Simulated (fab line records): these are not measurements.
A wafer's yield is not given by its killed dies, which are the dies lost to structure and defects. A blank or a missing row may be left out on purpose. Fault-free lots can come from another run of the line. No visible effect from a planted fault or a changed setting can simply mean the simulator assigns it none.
Which of the tools did it? ; flow sky130 ; 13 lots with 39 wafers sampled at 5 steps, on a route of 708 steps

## WHAT THE GAUGES READ, wafer by wafer
SKY_VT_ADJUST_HVTR_CD_MEAS_07 targets a cd of 380 nm.
lot;measured;on;cdNm (nm)
L662;day 9 06:05;cdSem-02;384.6 380.1 380.6
L664;day 9 16:19;cdSem-01;379.8 378.4 381.0
L665;day 10 01:48;cdSem-01;379.6 381.1 380.8
L666;day 10 09:07;cdSem-02;379.8 380.6 378.6
L667;day 10 17:04;cdSem-01;376.7 377.7 377.9
L668;day 10 22:01;cdSem-01;381.3 382.2 379.1
L669;day 11 05:40;cdSem-02;380.5 382.6 383.9
L670;day 11 09:35;cdSem-02;380.4 379.8 379.4
L676;day 13 06:52;cdSem-01;384.0 380.2 384.5
L679;day 14 03:45;cdSem-01;380.8 383.6 382.7
L680;day 14 08:22;cdSem-02;378.1 375.4 372.6
L681;day 14 15:49;cdSem-02;386.5 384.3 385.7
L684;day 15 16:45;cdSem-01;374.6 372.1 374.3

SKY_GATE_OXIDE_THK_MEAS_02.
lot;measured;on;GATE_OXIDE_OXIDATION_00_THK (nm)
L662;day 12 13:10;filmMetro-04;10.27 10.36 10.27
L664;day 12 21:45;filmMetro-04;10.50 10.35 10.40
L665;day 13 08:47;filmMetro-02;10.39 10.19 10.31
L666;day 13 18:27;filmMetro-02;10.09 10.00 10.05
L667;day 14 00:02;filmMetro-02;9.98 10.25 10.24
L668;day 14 05:56;filmMetro-02;9.95 10.10 10.11
L669;day 14 16:03;filmMetro-04;10.24 10.20 10.01
L670;day 14 18:51;filmMetro-04;10.22 10.19 10.10
L676;day 16 20:32;filmMetro-02;9.82 9.94 9.87
L679;day 17 23:12;filmMetro-02;10.34 10.22 10.37
L680;day 18 05:02;filmMetro-01;10.45 10.61 10.84
L681;day 18 12:37;filmMetro-01;10.23 10.12 10.13
L684;day 19 17:54;filmMetro-02;10.33 10.19 9.99

SKY_POLY_GATE_THK_MEAS_01.
lot;measured;on;POLY_GATE_CVD_00_THK (nm)
L662;day 13 18:16;filmMetro-02;179.2 179.5 179.8
L664;day 14 01:40;filmMetro-04;180.6 181.9 182.0
L665;day 14 14:34;filmMetro-02;177.4 179.3 178.9
L666;day 14 23:18;filmMetro-02;179.6 178.7 179.8
L667;day 15 06:02;filmMetro-04;179.3 178.5 179.6
L668;day 15 11:41;filmMetro-03;179.6 180.1 178.5
L669;day 15 22:29;filmMetro-03;176.6 177.0 176.4
L670;day 16 01:25;filmMetro-03;180.9 180.8 178.5
L676;day 18 03:34;filmMetro-02;183.5 182.1 182.3
L679;day 19 07:48;filmMetro-04;181.0 180.8 180.4
L680;day 19 14:21;filmMetro-02;180.1 178.3 180.5
L681;day 19 23:32;filmMetro-02;181.7 181.1 181.3
L684;day 21 07:42;filmMetro-04;178.4 177.8 178.4

SKY_LDD_P_CD_MEAS_07 targets a cd of 380 nm.
lot;measured;on;cdNm (nm)
L662;day 18 13:25;cdSem-01;381.0 381.5 377.6
L664;day 18 22:10;cdSem-01;381.1 382.0 380.3
L665;day 19 15:04;cdSem-01;380.7 382.9 382.5
L666;day 20 01:10;cdSem-02;378.5 379.4 382.8
L667;day 20 09:07;cdSem-02;382.6 380.3 381.3
L668;day 20 15:43;cdSem-01;381.4 380.5 380.5
L669;day 21 05:17;cdSem-01;377.9 376.5 379.3
L670;day 21 09:26;cdSem-02;380.6 383.5 383.3
L676;day 23 10:04;cdSem-02;387.4 303.0 304.7
L679;day 24 16:52;cdSem-02;385.1 306.1 385.2
L680;day 24 23:01;cdSem-02;378.2 379.5 379.7
L681;day 25 23:43;cdSem-02;378.6 378.6 375.6
L684;day 26 13:12;cdSem-01;382.7 382.8 383.2

## WHAT TOOL EACH LOT RAN ON (gives the tool, then ch and the chambers of the sampled wafers, and finally the start)
lot;SKY_LDD_P_DEVELOP_06
L662;lithoTrack-02 ch 0, day 18 13:16
L664;lithoTrack-02 ch 0, day 18 22:01
L665;lithoTrack-02 ch 0, day 19 14:55
L666;lithoTrack-02 ch 0, day 20 01:01
L667;lithoTrack-02 ch 0, day 20 08:58
L668;lithoTrack-02 ch 0, day 20 15:34
L669;lithoTrack-03 ch 0, day 21 05:08
L670;lithoTrack-02 ch 0, day 21 09:17
L676;lithoTrack-03 ch 0, day 23 09:55
L679;lithoTrack-03 ch 0, day 24 16:43
L680;lithoTrack-02 ch 0, day 24 22:52
L681;lithoTrack-02 ch 0, day 25 23:34
L684;lithoTrack-01 ch 0, day 26 13:03
- SKY_LDD_P_DEVELOP_06: develop time 60 s.

## AS READ BY THE TOOLS THEMSELVES (means over the sampled wafers that have a number; for cases with no such wafer, the mark the record gives instead)
SKY_LDD_P_DEVELOP_06.
lot;tool;chillPlateTempC (C);developerTempC (C);exhaustPa (Pa)
L662;lithoTrack-02;23.00;23.00;43.3
L664;lithoTrack-02;23.06;22.94;44.4
L665;lithoTrack-02;23.07;22.93;44.5
L666;lithoTrack-02;23.10;22.89;45.0
L667;lithoTrack-02;22.95;23.22;44.5
L668;lithoTrack-02;23.00;23.07;45.3
L669;lithoTrack-03;23.10;23.09;46.1
L670;lithoTrack-02;22.97;23.02;44.8
L676;lithoTrack-03;23.03;23.10;44.4
L679;lithoTrack-03;22.92;22.96;46.2
L680;lithoTrack-02;23.10;23.06;45.6
L681;lithoTrack-02;23.03;23.00;44.5
L684;lithoTrack-01;22.88;22.91;46.1

## THE ANSWER, worked out from the rows above alone
Rule: usual is defined by the lots themselves. The widest of any qualifying gaps counts: lots, ordered by their means at a reading, are off when they make up no more than a third of the lots, leave a main group of 4 or more, and stand apart from it by 3 or more times the standard deviation of that group's means. If all means in a main group match to the digits the tables above print for the reading, that group is not used. Also off: a lot with no number at a reading for which 4 or more lots have one. Where the step has rows for the other lots, those lots are counted as sound. First the gauges in route order, then the tools' own readings, where a lot's mean is used as printed above. At the first step where some lot is off, the reading lying furthest off is the one used; lots without a number count as furthest.
Off: L676, L679 (SKY_LDD_P_CD_MEAS_07, cdNm). For the main group the mean is 380.5 nm and the standard deviation 1.7.
A tool fits if, at a process step before that reading, it ran every lot that is off, and no sound lot after the first of them. Those tools and the gauges at SKY_LDD_P_CD_MEAS_07 are tried in the same way. One fits: lithoTrack-03 at SKY_LDD_P_DEVELOP_06. Its last sound lot is L669 (day 21 05:08), its first lot that is off L676 (day 23 09:55): a fault that began between those two fits.

## WHAT THE SIMULATOR HAD INSERTED
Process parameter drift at SKY_LDD_P_DEVELOP_06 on lithoTrack-03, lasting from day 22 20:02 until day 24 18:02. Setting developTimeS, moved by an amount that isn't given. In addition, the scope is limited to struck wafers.
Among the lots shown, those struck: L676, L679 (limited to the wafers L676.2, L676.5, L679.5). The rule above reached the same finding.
